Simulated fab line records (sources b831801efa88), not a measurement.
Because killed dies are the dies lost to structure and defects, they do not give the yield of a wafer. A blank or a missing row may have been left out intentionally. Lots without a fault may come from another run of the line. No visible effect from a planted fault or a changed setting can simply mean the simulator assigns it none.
One fault through the eyes of 2 desks    flow sky130    every desk sees just its own numbers, and what lay behind them comes last

== AT THE TOOL OWNER'S DESK: cvdW-02 ==
The tool's own readings at SKY_VIA4_CVD_18 (deposits W, target thk 505 nm, time 152.14 s): means of the sampled wafers that have a number, for each lot that ran on this tool. Marked OUT: a lot whose mean sits more than 4 standard deviations from the usual mean, which makes it out of limits; the brackets give that distance.
Columns: A = chamberPressureTorr at SKY_VIA4_CVD_18, usual 40.02 Torr; B = heaterPowerW at SKY_VIA4_CVD_18, usual 884 W; C = susceptorTempC at SKY_VIA4_CVD_18, usual 400.05 C
lot   first seen here  A      B    C
L458  day 44 07:50     39.96  828  400.09
L461  day 44 17:38     40.03  874  400.20
L464  day 45 09:22     40.07  826  397.78 (-10) OUT
L466  day 46 08:26     39.88  855  395.77 (-19) OUT
L477  day 48 14:23     40.04  836  399.98
This desk's finding: out of limits on L464, L466; first on L464, day 45 09:22 (susceptorTempC at SKY_VIA4_CVD_18). In limits: L458, L461, L477.

== AT THE METROLOGY DESK ==
Means of the sampled wafers that have a number, per lot and without regard to the tool the lot ran on: this is what the gauges read. Marked OUT: a lot whose mean sits more than 4 standard deviations from the usual mean, which makes it out of limits; the brackets give that distance.
Columns: A = VIA4_W_RS at SKY_VIA4_RS_MEAS_19, usual 0.2247 ohm/sq; B = VIA4_W_THK at SKY_VIA4_THK_MEAS_20, usual 513 nm
lot   first seen here  A                  B
L455  day 43 02:46     0.2243             514
L456  day 43 16:41     0.2222             521
L457  day 43 18:31     0.2229             518
L458  day 44 07:59     0.2226             515
L459  day 44 13:08     0.2257             512
L460  day 44 13:47     0.2230             518
L461  day 44 17:49     0.2284             505
L462  day 44 23:43     0.2239             520
L464  day 45 09:32     0.2317             494
L466  day 46 08:36     0.2456 (+7.7) OUT  470 (-5.7) OUT
L471  day 47 04:13     0.2275             506
L473  day 47 18:57     0.2253             503
L474  day 47 22:18     0.2255             509
L477  day 48 14:32     0.2268             519
This desk reports L466 out of limits; the earliest was L466 at day 46 08:36 (VIA4_W_RS at SKY_VIA4_RS_MEAS_19). In limits: L455, L456, L457, L458, L459, L460, L461, L462, L464, L471, L473, L474, L477.

== TAKEN TOGETHER ==
At day 45 09:22, on L464, L466, the tool owner's desk was in a position to raise an alarm.
An alarm was possible from the metrology desk at day 46 08:36, on L466.
The metrology desk has L464 on record, within its limits.
SKY_VIA4_CVD_18 was run on cvdW-02 by each of the lots named.

== WHAT WAS PUT IN BY THE SIMULATOR ==
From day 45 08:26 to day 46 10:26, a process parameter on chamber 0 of cvdW-02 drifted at SKY_VIA4_CVD_18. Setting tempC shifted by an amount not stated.
Lots struck among those shown: L464, L466.
Time in hours from fault onset to the first out-of-limits reading at each desk: tool owner's desk 1, metrology desk 24.
